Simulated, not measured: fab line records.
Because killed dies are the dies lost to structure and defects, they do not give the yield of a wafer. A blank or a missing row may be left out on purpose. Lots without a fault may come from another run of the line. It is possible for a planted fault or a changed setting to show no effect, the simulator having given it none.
Which of the tools did it? + flow sky130 + Sampling: 11 lots, 32 wafers, 2 of 708 route steps

## WHAT THE GAUGES SHOWED, per wafer
SKY_LI_CONTACT_THK_MEAS_01.
| lot  | measured     | on           | LI_CONTACT_HDPCVD_THK (nm) |
|------|--------------|--------------|----------------------------|
| L973 | day 28 19:55 | filmMetro-01 | 928 932 943                |
| L975 | day 29 03:59 | filmMetro-01 | 927 934 920                |
| L976 | day 29 13:28 | filmMetro-01 | 933 927 928                |
| L980 | day 30 21:00 | filmMetro-03 | 939 557 942                |
| L981 | day 31 07:57 | filmMetro-02 | 932 556 944                |
| L990 | day 33 23:01 | filmMetro-01 | 918 935 925                |
| L992 | day 34 20:10 | filmMetro-02 | 919 935 933                |
| L993 | day 35 02:04 | filmMetro-02 | 940 922 913                |
| L994 | day 35 05:14 | filmMetro-03 | 941 931 944                |
| L995 | day 35 11:20 | filmMetro-01 | 942 950 953                |
| L996 | day 35 12:29 | filmMetro-02 | 926 920                    |

## TOOL THAT RAN EACH LOT (tool first, then ch and the chambers of the sampled wafers, then the start)
| lot  | SKY_LI_CONTACT_HDPCVD_00         |
|------|----------------------------------|
| L973 | hdpcvd-02 ch 1,2, day 28 19:49   |
| L975 | hdpcvd-02 ch 0,2, day 29 03:53   |
| L976 | hdpcvd-01 ch 0,1, day 29 13:20   |
| L980 | hdpcvd-01 ch 0,1, day 30 20:54   |
| L981 | hdpcvd-01 ch 0,1,2, day 31 07:51 |
| L990 | hdpcvd-01 ch 0,1, day 33 22:54   |
| L992 | hdpcvd-01 ch 1,2, day 34 20:03   |
| L993 | hdpcvd-01 ch 0,1,2, day 35 01:58 |
| L994 | hdpcvd-01 ch 1,2, day 35 05:08   |
| L995 | hdpcvd-01 ch 0,1, day 35 11:14   |
| L996 | hdpcvd-02 ch 0,2, day 35 12:22   |
- SKY_LI_CONTACT_HDPCVD_00: deposits PSG, target thk 930 nm, time 155 s.

## THE ANSWER, worked out from the rows above alone
Rule: the usual values come from the lots themselves. The widest of any qualifying gaps counts: lots, ordered by their means at a reading, are off when they make up no more than a third of the lots, leave a main group of 4 or more, and stand apart from it by 3 or more times the standard deviation of that group's means. The tables above print the reading to a certain number of digits; a main group whose means all agree to those digits is not used. Also off: a lot with no number at a reading for which 4 or more lots have one. The other lots that the step has rows for count as sound.
Off: at SKY_LI_CONTACT_THK_MEAS_01 (LI_CONTACT_HDPCVD_THK), L980, L981. For the main group the mean is 931 nm and the standard deviation 7.6.
A tool fits if, at a process step before that reading, it ran every lot that is off, and no sound lot after the first of them. Gauges at SKY_LI_CONTACT_THK_MEAS_01: tried the same way as those tools. Not one of the candidates tried fits.

## WHAT HAD BEEN PUT IN BY THE SIMULATOR
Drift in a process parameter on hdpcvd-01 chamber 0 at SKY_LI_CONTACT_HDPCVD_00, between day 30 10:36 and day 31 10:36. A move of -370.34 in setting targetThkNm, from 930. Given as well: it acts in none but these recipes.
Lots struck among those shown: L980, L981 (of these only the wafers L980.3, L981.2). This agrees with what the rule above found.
